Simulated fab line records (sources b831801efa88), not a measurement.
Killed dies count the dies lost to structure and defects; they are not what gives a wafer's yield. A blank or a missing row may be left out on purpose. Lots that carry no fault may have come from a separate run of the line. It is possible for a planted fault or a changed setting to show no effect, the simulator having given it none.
Which tool is to blame? / flow gf180mcu / Sampling: 12 lots, 36 wafers, 5 of 602 route steps

== WHAT THE GAUGES READ, wafer by wafer ==
GF_MVPSD_TW_MEAS_11. Usual: for MVPSD_TW the level is 552 and the standard deviation is 5.
lot=L699; measured=day 6 11:35; on=film metro-03; MVPSD_TW=557 555 558; flag=
lot=L698; measured=day 6 13:11; on=film metro-04; MVPSD_TW=548 549 549; flag=
lot=L700; measured=day 6 22:46; on=film metro-03; MVPSD_TW=557 558 555; flag=
lot=L702; measured=day 7 06:18; on=film metro-01; MVPSD_TW=558 556 557; flag=
lot=L703; measured=day 7 09:15; on=film metro-04; MVPSD_TW=544 545 549; flag=
lot=L704; measured=day 7 16:06; on=film metro-01; MVPSD_TW=557 555 557; flag=
lot=L705; measured=day 7 22:59; on=film metro-04; MVPSD_TW=545 548 546; flag=
lot=L710; measured=day 9 04:23; on=film metro-01; MVPSD_TW=560 552 554; flag=
lot=L712; measured=day 9 17:09; on=film metro-03; MVPSD_TW=556 556 555; flag=
lot=L713; measured=day 9 23:04; on=film metro-01; MVPSD_TW=561 560 558; flag=
lot=L714; measured=day 10 06:10; on=film metro-01; MVPSD_TW=554 554 555; flag=
lot=L715; measured=day 10 10:18; on=film metro-03; MVPSD_TW=555 555 558; flag=

GF_VT_IMPLANT_OVL_MEAS_07. Usual: for VT_IMPLANT_OVL the level is 0.1 nm and the standard deviation is 1.2.
lot=L699; measured=day 7 02:54; on=overlay-01; VT_IMPLANT_OVL (nm)=0.4 0.0 -0.1; flag=
lot=L698; measured=day 7 04:15; on=overlay-01; VT_IMPLANT_OVL (nm)=1.3 -0.5 0.2; flag=
lot=L700; measured=day 7 14:18; on=overlay-02; VT_IMPLANT_OVL (nm)=-1.3 -1.5 0.9; flag=
lot=L702; measured=day 7 21:56; on=overlay-02; VT_IMPLANT_OVL (nm)=-0.4 0.1 -1.1; flag=
lot=L703; measured=day 8 00:07; on=overlay-02; VT_IMPLANT_OVL (nm)=-1.2 -1.7 -0.1; flag=
lot=L704; measured=day 8 07:54; on=overlay-01; VT_IMPLANT_OVL (nm)=0.3 0.6 -1.5; flag=
lot=L705; measured=day 8 15:02; on=overlay-01; VT_IMPLANT_OVL (nm)=-0.7 -0.4 -0.5; flag=
lot=L710; measured=day 9 21:17; on=overlay-02; VT_IMPLANT_OVL (nm)=-0.2 -0.1 -0.5; flag=
lot=L712; measured=day 10 10:02; on=overlay-01; VT_IMPLANT_OVL (nm)=0.7 0.5 1.7; flag=
lot=L713; measured=day 10 16:35; on=overlay-01; VT_IMPLANT_OVL (nm)=0.4 0.0 -0.9; flag=
lot=L714; measured=day 10 23:44; on=overlay-02; VT_IMPLANT_OVL (nm)=1.8 0.7 1.5; flag=
lot=L715; measured=day 11 03:53; on=overlay-01; VT_IMPLANT_OVL (nm)=1.0 -0.1 0.5; flag=

GF_POLY_GATE_THK_MEAS_01. Usual: for POLY_GATE_CVD_00_THK the level is 199.8 nm and the standard deviation is 1.5.
lot=L699; measured=day 10 03:23; on=film metro-01; POLY_GATE_CVD_00_THK (nm)=199.6 197.7 198.4; flag=
lot=L698; measured=day 10 03:25; on=film metro-03; POLY_GATE_CVD_00_THK (nm)=199.5 200.4 201.0; flag=
lot=L700; measured=day 10 15:25; on=film metro-02; POLY_GATE_CVD_00_THK (nm)=199.1 200.5 200.5; flag=
lot=L702; measured=day 10 23:53; on=film metro-02; POLY_GATE_CVD_00_THK (nm)=196.6 197.1 196.8; flag=
lot=L703; measured=day 11 02:35; on=film metro-02; POLY_GATE_CVD_00_THK (nm)=198.1 198.3 197.4; flag=
lot=L704; measured=day 11 08:50; on=film metro-03; POLY_GATE_CVD_00_THK (nm)=198.1 200.3 201.1; flag=
lot=L705; measured=day 11 19:52; on=film metro-01; POLY_GATE_CVD_00_THK (nm)=200.0 199.7 200.6; flag=
lot=L710; measured=day 13 03:14; on=film metro-03; POLY_GATE_CVD_00_THK (nm)=200.2 202.2 200.6; flag=
lot=L712; measured=day 13 21:55; on=film metro-02; POLY_GATE_CVD_00_THK (nm)=179.9 182.2 180.2; flag=OFF
lot=L713; measured=day 14 05:45; on=film metro-01; POLY_GATE_CVD_00_THK (nm)=177.6 177.5 177.3; flag=OFF
lot=L714; measured=day 14 17:50; on=film metro-03; POLY_GATE_CVD_00_THK (nm)=199.8 199.3 199.9; flag=
lot=L715; measured=day 14 17:50; on=film metro-01; POLY_GATE_CVD_00_THK (nm)=199.6 197.8 197.6; flag=

== WHAT TOOL EACH LOT RAN ON (gives the tool, then ch and the chambers of the sampled wafers, and finally the start) ==
lot=L699; GF_VT_IMPLANT_RTA_45=rtp anneal-01 ch 0, day 9 03:22; GF_POLY_GATE_CVD_00=lpcvd-02 ch 0, day 10 02:02
lot=L698; GF_VT_IMPLANT_RTA_45=rtp anneal-02 ch 0, day 9 05:14; GF_POLY_GATE_CVD_00=lpcvd-02 ch 0, day 10 02:02
lot=L700; GF_VT_IMPLANT_RTA_45=rtp anneal-01 ch 0, day 9 14:58; GF_POLY_GATE_CVD_00=lpcvd-01 ch 0, day 10 14:04
lot=L702; GF_VT_IMPLANT_RTA_45=rtp anneal-02 ch 0, day 10 00:42; GF_POLY_GATE_CVD_00=lpcvd-01 ch 1, day 10 22:34
lot=L703; GF_VT_IMPLANT_RTA_45=rtp anneal-01 ch 0, day 10 02:32; GF_POLY_GATE_CVD_00=lpcvd-01 ch 1, day 11 01:15
lot=L704; GF_VT_IMPLANT_RTA_45=rtp anneal-02 ch 0, day 10 10:18; GF_POLY_GATE_CVD_00=lpcvd-01 ch 0, day 11 07:31
lot=L705; GF_VT_IMPLANT_RTA_45=rtp anneal-01 ch 0, day 10 18:24; GF_POLY_GATE_CVD_00=lpcvd-02 ch 0, day 11 18:32
lot=L710; GF_VT_IMPLANT_RTA_45=rtp anneal-02 ch 0, day 12 02:32; GF_POLY_GATE_CVD_00=lpcvd-02 ch 1, day 13 01:54
lot=L712; GF_VT_IMPLANT_RTA_45=rtp anneal-02 ch 0, day 12 18:59; GF_POLY_GATE_CVD_00=lpcvd-02 ch 1, day 13 20:35
lot=L713; GF_VT_IMPLANT_RTA_45=rtp anneal-01 ch 0, day 13 01:47; GF_POLY_GATE_CVD_00=lpcvd-02 ch 0, day 14 04:25
lot=L714; GF_VT_IMPLANT_RTA_45=rtp anneal-02 ch 0, day 13 09:27; GF_POLY_GATE_CVD_00=lpcvd-01 ch 0, day 14 16:29
lot=L715; GF_VT_IMPLANT_RTA_45=rtp anneal-01 ch 0, day 13 15:25; GF_POLY_GATE_CVD_00=lpcvd-01 ch 0, day 14 16:29
- GF_VT_IMPLANT_RTA_45: time 30 s.
- GF_POLY_GATE_CVD_00: deposits poly-Si, target thk 200 nm, time 1200 s.

== AS READ BY THE TOOLS THEMSELVES (means over the sampled wafers that have a number; for cases with no such wafer, the mark the record gives instead) ==
GF_VT_IMPLANT_RTA_45. Usual: lamp power pct 35.7 %, standard deviation 1.7; wafer_temp_C_max 1054.6, standard deviation 0.97.
lot=L699; tool=rtp anneal-01; lamp power pct (%)=37.6; wafer_temp_C_max=1053.7; flag=
lot=L698; tool=rtp anneal-02; lamp power pct (%)=34.1; wafer_temp_C_max=1055.5; flag=
lot=L700; tool=rtp anneal-01; lamp power pct (%)=37.6; wafer_temp_C_max=1053.3; flag=
lot=L702; tool=rtp anneal-02; lamp power pct (%)=34.1; wafer_temp_C_max=1054.1; flag=
lot=L703; tool=rtp anneal-01; lamp power pct (%)=37.6; wafer_temp_C_max=1054.3; flag=
lot=L704; tool=rtp anneal-02; lamp power pct (%)=34.1; wafer_temp_C_max=1055.3; flag=
lot=L705; tool=rtp anneal-01; lamp power pct (%)=37.6; wafer_temp_C_max=1053.9; flag=
lot=L710; tool=rtp anneal-02; lamp power pct (%)=34.1; wafer_temp_C_max=1055.3; flag=
lot=L712; tool=rtp anneal-02; lamp power pct (%)=34.2; wafer_temp_C_max=1055.3; flag=
lot=L713; tool=rtp anneal-01; lamp power pct (%)=37.6; wafer_temp_C_max=1054.4; flag=
lot=L714; tool=rtp anneal-02; lamp power pct (%)=34.2; wafer_temp_C_max=1055.5; flag=
lot=L715; tool=rtp anneal-01; lamp power pct (%)=37.6; wafer_temp_C_max=1054.1; flag=

GF_POLY_GATE_CVD_00. Usual: value, then standard deviation, for each; spike tc bottom C 638.8 C / 1.3; spike tc centre C 620.4 C / 1.1; spike tc lower C 620.9 C / 1.5; spike tc top C 638.6 C / 2.9; spike tc upper C 619.8 C / 1.1; susceptor temp C 620.02 C / 0.29; zone power top pct 20 % / 3.6.
lot=L699; tool=lpcvd-02; spike tc bottom C (C)=638.3; spike tc centre C (C)=620.2; spike tc lower C (C)=618.6; spike tc top C (C)=637.2; spike tc upper C (C)=621.1; susceptor temp C (C)=620.07; zone power top pct (%)=25; flag=
lot=L698; tool=lpcvd-02; spike tc bottom C (C)=638.2; spike tc centre C (C)=620.8; spike tc lower C (C)=618.5; spike tc top C (C)=636.3; spike tc upper C (C)=619.8; susceptor temp C (C)=620.05; zone power top pct (%)=25; flag=
lot=L700; tool=lpcvd-01; spike tc bottom C (C)=639.7; spike tc centre C (C)=619.4; spike tc lower C (C)=621.6; spike tc top C (C)=641.2; spike tc upper C (C)=618.8; susceptor temp C (C)=620.07; zone power top pct (%)=17; flag=
lot=L702; tool=lpcvd-01; spike tc bottom C (C)=640.8; spike tc centre C (C)=621.2; spike tc lower C (C)=619.0; spike tc top C (C)=635.1; spike tc upper C (C)=619.6; susceptor temp C (C)=619.76; zone power top pct (%)=20; flag=
lot=L703; tool=lpcvd-01; spike tc bottom C (C)=641.3; spike tc centre C (C)=621.8; spike tc lower C (C)=619.9; spike tc top C (C)=633.9; spike tc upper C (C)=618.1; susceptor temp C (C)=619.99; zone power top pct (%)=20; flag=
lot=L704; tool=lpcvd-01; spike tc bottom C (C)=637.7; spike tc centre C (C)=619.7; spike tc lower C (C)=622.3; spike tc top C (C)=641.6; spike tc upper C (C)=620.2; susceptor temp C (C)=619.88; zone power top pct (%)=17; flag=
lot=L705; tool=lpcvd-02; spike tc bottom C (C)=638.3; spike tc centre C (C)=620.4; spike tc lower C (C)=619.5; spike tc top C (C)=636.3; spike tc upper C (C)=620.0; susceptor temp C (C)=619.90; zone power top pct (%)=25; flag=
lot=L710; tool=lpcvd-02; spike tc bottom C (C)=636.8; spike tc centre C (C)=619.5; spike tc lower C (C)=621.3; spike tc top C (C)=634.7; spike tc upper C (C)=620.3; susceptor temp C (C)=619.59; zone power top pct (%)=17; flag=
lot=L712; tool=lpcvd-02; spike tc bottom C (C)=631.2; spike tc centre C (C)=615.1; spike tc lower C (C)=616.4; spike tc top C (C)=631.0; spike tc upper C (C)=616.0; susceptor temp C (C)=614.96; zone power top pct (%)=17; flag=OFF
lot=L713; tool=lpcvd-02; spike tc bottom C (C)=633.9; spike tc centre C (C)=615.1; spike tc lower C (C)=615.9; spike tc top C (C)=632.4; spike tc upper C (C)=615.5; susceptor temp C (C)=615.13; zone power top pct (%)=25; flag=OFF
lot=L714; tool=lpcvd-01; spike tc bottom C (C)=639.7; spike tc centre C (C)=619.1; spike tc lower C (C)=622.1; spike tc top C (C)=641.3; spike tc upper C (C)=619.5; susceptor temp C (C)=620.36; zone power top pct (%)=17; flag=
lot=L715; tool=lpcvd-01; spike tc bottom C (C)=639.2; spike tc centre C (C)=620.0; spike tc lower C (C)=622.5; spike tc top C (C)=640.6; spike tc upper C (C)=621.0; susceptor temp C (C)=619.94; zone power top pct (%)=17; flag=

== THE ANSWER, worked out from the rows above alone ==
Rule: a lot counts as off when the mean over its wafers that have a number is more than 3 standard deviations away from the usual mean. Also off: a lot with no number at a reading for which 4 or more lots have one. Where the step has rows for the other lots, those lots are counted as sound. Order of review: gauges by route order, followed by the tools' own readings, for which a lot's mean as printed above is used. At the first step where some lot is off, the reading lying furthest off is the one used; lots without a number count as furthest.
Off: L712, L713, at GF_POLY_GATE_THK_MEAS_01 (POLY_GATE_CVD_00_THK).
If a tool, at a process step before that reading, ran all the lots that are off and no sound lot after the first of them, it fits. The gauges at GF_POLY_GATE_THK_MEAS_01 aren't tried: what is off there is off at GF_POLY_GATE_CVD_00 too, on other tools, and a gauge's error can't cause that. One fits: GF_POLY_GATE_CVD_00 on lpcvd-02. Its last sound lot is L710 (day 13 01:54), its first lot that is off L712 (day 13 20:35): a fault that began between those two fits.
The tool's own readings at GF_POLY_GATE_CVD_00 bear it out: on the lots that are off they differ by more than 5 times the standard deviation of the sound lots' means. spike tc centre C reads 615.1 C there against 620.2 C on the sound lots; susceptor temp C reads 615.05 C there against 619.96 C on the sound lots.

== WHAT THE SIMULATOR HAD INSERTED ==
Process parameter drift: lpcvd-02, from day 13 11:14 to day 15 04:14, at GF_POLY_GATE_CVD_00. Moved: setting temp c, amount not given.
Struck lots among those shown: L712, L713. The rule above reached the same finding.
